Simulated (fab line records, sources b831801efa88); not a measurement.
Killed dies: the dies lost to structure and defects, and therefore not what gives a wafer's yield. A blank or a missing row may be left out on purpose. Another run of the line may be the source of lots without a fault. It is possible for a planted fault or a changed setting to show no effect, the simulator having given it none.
A lot that was struck, set against a sound lot + flow sky130 + 14 steps out of a route of 708
Sound: the wafers L639.2, L639.3, L639.5. The struck wafers were L651.1, L651.2, L651.5. At the end, the cause is stated.
Per side, at each step with rows, come the tool, then ch with its chambers, and then its first start. Under that, the readings that differ: sound wafers + struck wafers + difference of the means + sigmas: that difference in standard deviations of wafers without a fault.
alike: words and numbers the same on both sides, and readings whose means are apart by under 2 such deviations; not compared: readings that were withheld, readings missing a value for some wafer, numbers with overlapping values and no deviation given by the record, and bounds like >300 which may hide the same value.
The two part at a step that has a row with sigmas, a row that says differs or no value, or rows on one side only. Numbers that have no deviation but don't overlap get no sigmas and don't part them. A reading that every wafer of one side lacks parts them only if that side has two wafers or more.

first, 3 steps without rows for these wafers: SKY_METAL4_CLEAN_21 (cleans in IPA, time 180 s); SKY_METAL4_CLEAN_22 (cleans in O3/DIW); SKY_VIA4_HDPCVD_00 (deposits SiO2, target thk 1750 nm, time 291.7 s).
SKY_VIA4_THK_MEAS_01:
  sound on film metro-03, day 44 10:17; struck on film metro-02, day 46 17:56
  alike: VIA4_HDPCVD_THK
SKY_VIA4_CMP_02: polishes SiO2.
  sound on cmp-02 ch 0,3, day 44 10:23; struck on cmp-01 ch 0,2,3, day 46 17:59
  alike: motor current A, platen rpm
SKY_VIA4_BOW_MEAS_03:
  sound on film metro-02, day 44 10:40; struck on film metro-02, day 46 18:17
  alike: VIA4_BOW
then, 6 steps without rows for these wafers: SKY_VIA4_DEHYDRATE_04 (time 60 s); SKY_VIA4_HMDS_05 (prime time 60 s); SKY_VIA4_COAT_06 (resist thk 1140 nm); SKY_VIA4_SOFTBAKE_07 (time 60 s); SKY_VIA4_EXPOSE_08 (exposes mask VIM4, target cd 800 nm); SKY_VIA4_PEB_09.
SKY_VIA4_DEVELOP_10: develop time 60 s.
  struck on litho track-01, day 47 13:52; sound on litho track-03 ch 0, day 45 07:34
  no value came back on the struck wafers for chill plate temp C (C), develop time s (s); on the sound wafers chill plate temp C (C) reads 22.90 22.92 22.83
SKY_VIA4_OVL_MEAS_11:
  sound on overlay-02, day 45 07:42; struck on overlay-01, day 47 14:01
| reading       | sound        | struck | difference                    | sigmas |
|---------------|--------------|--------|-------------------------------|--------|
| VIA4_OVL (nm) | 0.9 1.2 -1.0 | - - -  | no value on the struck wafers |        |

== WHERE THEY PART ==
Earliest at SKY_VIA4_DEVELOP_10; latest, in this record, at SKY_VIA4_OVL_MEAS_11.

WHY: whatever the simulator had introduced
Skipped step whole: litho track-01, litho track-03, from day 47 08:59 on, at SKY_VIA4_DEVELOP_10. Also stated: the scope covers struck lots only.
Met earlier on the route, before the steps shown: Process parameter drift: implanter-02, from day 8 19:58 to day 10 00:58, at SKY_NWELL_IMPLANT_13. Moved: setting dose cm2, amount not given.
